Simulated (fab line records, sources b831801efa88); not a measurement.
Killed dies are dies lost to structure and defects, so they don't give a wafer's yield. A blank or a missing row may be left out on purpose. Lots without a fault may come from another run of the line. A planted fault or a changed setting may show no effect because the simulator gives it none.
Chamber matching | flow sfq_line | SFQ_TRILAYER_I1_CMP_CMP_046 on cmp-01: 4 sister chambers
The step polishes SiO2. 4 wafers are shown with their chamber, then 7 later ones without.

WAFERS WITH THEIR CHAMBER
wafer  | chamber | motor_current_A (A)
L540.3 | 3       | 10.6
L547.2 | 2       | 9.7
L548.4 | 0       | 8.6
L548.5 | 1       | 8.8

WAFERS WITHOUT THEIR CHAMBER
wafer  | motor_current_A (A)
L548.6 | 8.4
L551.1 | 10.8
L551.5 | 10.1
L551.6 | 10.5
L553.2 | 9.4
L553.4 | 8.1
L553.5 | 8.2

WHICH CHAMBER EACH WENT THROUGH
wafer  | from the rows above          | in truth
L548.6 | can't be placed: 0 or 1      | 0
L551.1 | 3                            | 3
L551.5 | can't be placed: 2 or 3      | 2
L551.6 | 3                            | 3
L553.2 | can't be placed: 2 or 1 or 0 | 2
L553.4 | can't be placed: 0 or 1      | 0
L553.5 | can't be placed: 0 or 1      | 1
Placed correctly: 2 of 7. Can't be placed from these rows: 5 (the true chamber is among the candidates in 5). Placed wrongly: 0.
How it was worked out, from the rows above alone: a wafer's distance from a chamber is the root of the sum, over the readings, of the square of ((its reading less the chamber's mean) divided by the reading's scatter). The wafer belongs to the nearest chamber; if the next one is less than 2 further off, it can't be placed. A chamber's mean is the mean of its shown wafers. The scatter: with one shown wafer a chamber, the root of the mean of the squares of how far each hidden wafer lies from its nearest shown one.
